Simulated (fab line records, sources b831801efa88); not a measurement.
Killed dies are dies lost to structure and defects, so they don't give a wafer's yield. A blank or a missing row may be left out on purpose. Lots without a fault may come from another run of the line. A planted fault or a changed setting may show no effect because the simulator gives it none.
fab line records | flow sky130
record lots=12 wafers=36 last_day=50
route steps=708 shown SONOS_TUNNEL@166 LDD_HVP@288 LDD_LDN@298 POLY_CUT@319
lots that met no fault: from a run of the same line without faults
start_h: hours from the record's first day to the start of the lot's first wafer shown | wait_h: hours since the lot's step before | " the same as in the row above | L1.1+2: a row that stands for several wafers | - no value, or no start given | * or withheld: withheld | < > ~ a bound
route shown NAME@n: a module of which the file shows steps, and the number in the route of the first | usual: mean/standard deviation of fault-free wafers | same: alike in all rows | chamber/n: place in a boat | sites: the reading at each site | _std_site: their standard deviation | _edge_site: outer sites' mean less inner sites' | radius_mm: how far each site lies from the wafer's centre | mask NAME#n: copy n | behind: the tool/chamber that last shaped the wafer | hold: why the lot was held/for how many hours/how that ended | device: the transistor (n, p or np) that didn't switch | end of line: the same wafers' tests at the end of the route | a step without rows: its recipe alone | killed: dies lost to structure and defects at the first sort, not the wafer's yield | map: a wafer's dies, x killed, . not, _ none there
set.NAME: the setting as run; set.NAME@STEP: as run at that earlier step | model.NAME: the simulator's own value behind a step, which no gauge read
steps of the route over a sample of lots; a table a step, a row a wafer
services: from which hour (start_h, from the record's first day; less than 0 if before it) a tool's chamber was out of use, for how many hours, and why
## steps
# step SKY_SONOS_TUNNEL_TW_MEAS_12
# usual SONOS_TUNNEL_TW=197.9/1.2
# columns lot.wafer tool chamber start_h wait_h SONOS_TUNNEL_TW
L670.2 film_metro-01 - 258.59 0.0 198.3
L670.5 " - " " 199.0
L670.6 " - " " 199.3
L672.2 film_metro-02 - 269.48 0.0 195.3
L672.4 " - " " 195.5
L672.6 " - " " 195.1
L673.1 film_metro-01 - 303.78 0.0 199.6
L673.5 " - " " 198.8
L673.6 " - " " 199.0
L676.2 film_metro-01 - 314.33 0.0 198.5
L676.3 " - " " 198.4
L676.5 " - " " 199.4
L677.1 film_metro-04 - 316.59 0.0 198.1
L677.2 " - " " 198.1
L677.5 " - " " 198.2
L679.1 film_metro-01 - 324.43 0.0 199.2
L679.2 " - " " 198.7
L679.5 " - " " 198.7
L680.1 film_metro-01 - 337.00 0.0 199.3
L680.3 " - " " 200.8
L680.5 " - " " 198.7
L681.3 film_metro-04 - 348.19 0.0 196.7
L681.4 " - " " 197.6
L681.5 " - " " 197.9
L684.2 film_metro-02 - 368.57 0.0 196.1
L684.5 " - " " 197.0
L684.6 " - " " 196.1
L690.2 film_metro-02 - 420.13 0.0 197.5
L690.4 " - " " 196.9
L690.5 " - " " 198.2
L691.1 film_metro-02 - 425.21 0.0 196.7
L691.2 " - " " 197.4
L691.5 " - " " 197.3
L692.3 film_metro-02 - 434.41 0.0 197.3
L692.5 " - " " 197.1
L692.6 " - " " 196.1
# step SKY_LDD_HVP_TW_MEAS_10
# usual LDD_HVP_TW=460/3.2
# columns lot.wafer tool chamber start_h wait_h LDD_HVP_TW
L670.2 film_metro-01 - 501.60 0.1 465
L670.5 " - " " 465
L670.6 " - " " 466
L672.2 film_metro-01 - 519.27 0.1 460
L672.4 " - " " 456
L672.6 " - " " 458
L673.1 film_metro-04 - 562.99 0.1 458
L673.5 " - " " 459
L673.6 " - " " 456
L676.2 film_metro-04 - 566.57 0.1 457
L676.3 " - " " 458
L676.5 " - " " 460
L677.1 film_metro-04 - 572.88 0.1 460
L677.2 " - " " 457
L677.5 " - " " 462
L679.1 film_metro-04 - 578.51 0.1 460
L679.2 " - " " 462
L679.5 " - " " 460
L680.1 film_metro-04 - 594.31 0.1 462
L680.3 " - " " 463
L680.5 " - " " 461
L681.3 film_metro-01 - 603.58 0.1 458
L681.4 " - " " 458
L681.5 " - " " 459
L684.2 film_metro-02 - 622.14 0.1 453
L684.5 " - " " 453
L684.6 " - " " 452
L690.2 film_metro-04 - 685.80 0.1 467
L690.4 " - " " 466
L690.5 " - " " 464
L691.1 film_metro-02 - 686.69 0.1 457
L691.2 " - " " 454
L691.5 " - " " 456
L692.3 film_metro-01 - 689.55 0.1 459
L692.5 " - " " 460
L692.6 " - " " 460
# step SKY_LDD_LDN_IMPLANT_09
# recipe species=As energy_kev=15 dose_cm2=1.25e+13 tilt_deg=withheld rotation_deg=113
# usual beam_on_s=10.02/0.21 dose_ions_cm2=1.25e+13/1.3e+10 faraday_current_uA=70.4/1.4
# columns lot.wafer tool chamber start_h wait_h beam_on_s dose_ions_cm2 faraday_current_uA
L670.2 implanter-03 0 531.42 0.1 10.54 1.2519e+13 66.8
L670.5 " 0 " " 10.18 1.2518e+13 69.6
L670.6 " 0 " " 9.81 1.2516e+13 72.1
L672.2 implanter-03 0 549.22 0.1 9.61 1.25e+13 73.0
L672.4 " 0 " " 10.29 1.2495e+13 68.7
L672.6 " 0 " " 10.22 1.2493e+13 69.1
L673.1 implanter-04 0 592.29 0.1 9.90 1.2501e+13 71.4
L673.5 " 0 " " 10.08 1.2495e+13 69.9
L673.6 " 0 " " 10.00 1.2511e+13 70.8
L676.2 implanter-03 0 595.27 0.1 10.26 1.2503e+13 68.5
L676.3 " 0 " " 10.05 1.2494e+13 70.3
L676.5 " 0 " " 10.08 1.2465e+13 69.7
L677.1 implanter-03 0 601.94 0.1 9.93 1.2496e+13 70.7
L677.2 " 0 " " 10.02 1.2508e+13 70.3
L677.5 " 0 " " 10.08 1.249e+13 69.8
L679.1 implanter-03 0 607.42 0.1 9.66 1.2487e+13 72.9
L679.2 " 0 " " 9.88 1.2516e+13 71.3
L679.5 " 0 " " 10.03 1.2494e+13 70.1
L680.1 implanter-03 0 623.29 0.1 9.97 1.8518e+13 104.8
L680.3 " 0 " " 9.92 1.8499e+13 105.3
L680.5 " 0 " " 9.91 1.8488e+13 105.6
L681.3 implanter-04 0 632.89 0.1 10.01 1.2501e+13 70.5
L681.4 " 0 " " 9.86 1.2499e+13 71.1
L681.5 " 0 " " 9.78 1.251e+13 71.8
L684.2 implanter-03 0 651.42 0.1 10.01 1.8525e+13 104.3
L684.5 " 0 " " 9.91 1.8521e+13 104.7
L684.6 " 0 " " 10.62 1.8499e+13 98.4
L690.2 implanter-04 0 714.19 0.1 10.01 1.2479e+13 70.6
L690.4 " 0 " " 9.92 1.2512e+13 71.1
L690.5 " 0 " " 9.84 1.2511e+13 71.4
L691.1 implanter-01 0 714.76 0.1 10.10 1.2512e+13 69.5
L691.2 " 0 " " 10.03 1.2529e+13 70.1
L691.5 " 0 " " 10.15 1.2516e+13 69.7
L692.3 implanter-01 0 717.89 0.1 10.03 1.2485e+13 70.3
L692.5 " 0 " " 10.25 1.2487e+13 68.7
L692.6 " 0 " " 9.47 1.2484e+13 74.2
# step SKY_LDD_LDN_TW_MEAS_13
# usual LDD_LDN_TW=1478/11
# columns lot.wafer tool chamber start_h wait_h hold LDD_LDN_TW
L670.2 film_metro-01 - 531.95 0.1 - 1493
L670.5 " - " " - 1491
L670.6 " - " " - 1484
L672.2 film_metro-01 - 549.75 0.1 - 1492
L672.4 " - " " - 1493
L672.6 " - " " - 1485
L673.1 film_metro-02 - 592.84 0.1 - 1474
L673.5 " - " " - 1476
L673.6 " - " " - 1478
L676.2 film_metro-02 - 595.80 0.1 - 1472
L676.3 " - " " - 1473
L676.5 " - " " - 1477
L677.1 film_metro-01 - 602.49 0.1 - 1476
L677.2 " - " " - 1488
L677.5 " - " " - 1490
L679.1 film_metro-03 - 607.97 0.1 - 1464
L679.2 " - " " - 1458
L679.5 " - " " - 1463
L680.1 film_metro-03 - 623.84 0.1 await_dispo/0.2h/release 1510
L680.3 " - " " await_dispo/0.2h/release 1518
L680.5 " - " " await_dispo/0.2h/release 1510
L680.1 film_metro-03 - 624.07 0.2 - 1511
L680.3 " - " " - 1508
L680.5 " - " " - 1507
L681.3 film_metro-02 - 633.41 0.1 - 1482
L681.4 " - " " - 1478
L681.5 " - " " - 1479
L684.2 film_metro-03 - 651.95 0.1 - 1516
L684.5 " - " " - 1516
L684.6 " - " " - 1511
L690.2 film_metro-01 - 714.72 0.1 - 1486
L690.4 " - " " - 1486
L690.5 " - " " - 1488
L691.1 film_metro-01 - 715.31 0.1 - 1477
L691.2 " - " " - 1484
L691.5 " - " " - 1496
L692.3 film_metro-01 - 718.41 0.1 - 1488
L692.5 " - " " - 1482
L692.6 " - " " - 1494
# step SKY_POLY_CUT_STRIP_12
# recipe chemistry=O2/N2 power_w=1400 pressure_mtorr=1500 platen_temp_c=withheld o2_flow_sccm=3000 n2_flow_sccm=300 overash_fraction=0.5
# usual drypump_motor_current_A=5.6/0.36 oes_product_au=0.453/0.0048 strip_time_to_endpoint_s=5.364/0.013
# columns lot.wafer tool chamber start_h wait_h drypump_motor_current_A oes_product_au rf_hours_counter_h strip_time_to_endpoint_s
L670.2 plasma_asher-02 0 563.99 0.0 4.8 0.447 13 5.361
L670.5 " 0 " " 4.9 0.450 - 5.371
L670.6 " 1 " " 5.7 0.460 - 5.365
L672.2 plasma_asher-02 1 580.79 0.0 5.7 0.450 15 5.383
L672.4 " 0 " " 4.9 0.449 - 5.363
L672.6 " 0 " " 4.9 0.458 - 5.372
L673.1 plasma_asher-04 1 624.39 0.0 5.6 0.453 94 5.367
L673.5 " 1 " " 5.6 0.453 - 5.347
L673.6 " 0 " " 5.5 0.451 - 5.363
L676.2 plasma_asher-02 1 627.23 0.0 5.7 0.448 20 5.344
L676.3 " 1 " " 5.7 0.449 - 5.375
L676.5 " 0 " " 4.9 0.453 - 5.369
L677.1 plasma_asher-03 1 634.69 0.0 5.8 0.452 47 5.393
L677.2 " 0 " " 6.0 0.461 47 5.359
L677.5 " 0 " " 6.0 0.456 - 5.368
L679.1 plasma_asher-02 1 639.49 0.0 5.7 0.456 21 5.347
L679.2 " 0 " " 4.9 0.454 21 5.363
L679.5 " 1 " " 5.7 0.456 - 5.380
L680.1 plasma_asher-02 0 654.81 0.0 4.8 0.458 23 5.373
L680.3 " 1 " " 5.7 0.462 - 5.369
L680.5 " 0 " " 4.8 0.454 - 5.352
L681.3 plasma_asher-03 1 664.08 0.1 5.7 0.453 - 5.344
L681.4 " 0 " " 6.0 0.452 - 5.348
L681.5 " 1 " " 5.7 0.459 - 5.351
L684.2 plasma_asher-03 1 681.63 0.0 5.7 0.460 52 5.369
L684.5 " 1 " " 5.7 0.453 - 5.369
L684.6 " 0 " " 6.0 0.451 - 5.367
L690.2 plasma_asher-04 1 745.76 0.0 5.6 0.452 0 5.355
L690.4 " 1 " " 5.6 0.444 - 5.363
L690.5 " 0 " " 5.5 0.456 - 5.349
L691.1 plasma_asher-04 0 746.23 0.0 5.4 0.447 0 5.372
L691.2 " 1 " " 5.6 0.456 0 5.380
L691.5 " 0 " " 5.4 0.460 - 5.365
L692.3 plasma_asher-02 0 747.57 0.1 4.9 0.443 - 5.363
L692.5 " 0 " " 4.9 0.452 - 5.382
L692.6 " 1 " " 5.7 0.458 - 5.358
## services
# columns tool chamber start_h hours kind
plasma_asher-02 - 519.19 0.8 repair
implanter-04 - 552.97 1.3 repair
implanter-03 - 563.62 6.5 repair
plasma_asher-03 - 594.60 5.3 repair
implanter-03 - 635.16 3.5 repair
implanter-03 - 658.96 18.2 pm
implanter-04 - 669.11 4.3 repair
plasma_asher-02 - 698.96 1.4 repair
implanter-03 - 724.34 3.5 pm
plasma_asher-04 - 727.57 0.4 repair
plasma_asher-04 - 733.75 9.0 pm
plasma_asher-04 0 733.75 9.0 vent_cycle
plasma_asher-04 1 733.75 9.0 vent_cycle
implanter-03 - 735.64 3.0 repair
plasma_asher-04 0 742.75 - clean
plasma_asher-04 1 742.75 - clean
plasma_asher-03 - 743.87 2.8 pm
## key
first_sign step=SKY_LDD_LDN_IMPLANT_09 reading=dose_ions_cm2 direction=up sigmas=99+ usual=* struck=*
effect step=SKY_LDD_LDN_IMPLANT_09 reading=faraday_current_uA direction=up sigmas=23 usual=70.4 struck=103.9
effect step=SKY_LDD_LDN_TW_MEAS_13 reading=visit direction=added
met_at SKY_LDD_LDN_IMPLANT_09
struck_lots L680,L684
tester_left_out L680,L684
not_acting_at SKY_SONOS_TUNNEL_TW_MEAS_12,SKY_LDD_HVP_TW_MEAS_10,SKY_POLY_CUT_STRIP_12
onset_between 607.42 623.29
fault kind=process_parameter_drift tool=implanter-03 chamber=- onset_h=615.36 steps=SKY_LDD_LDN_IMPLANT_09 channel=dose_cm2 offset=* shape=step end_h=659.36 acts_in=* stated=*
# tester_left_out: of these lots the tester's yield and bins aren't shown, on N5 and GAA mostly nor the transistor test; their killed dies are dies lost to structure and defects alone, not to doping, threshold or leakage, so they don't give the yield
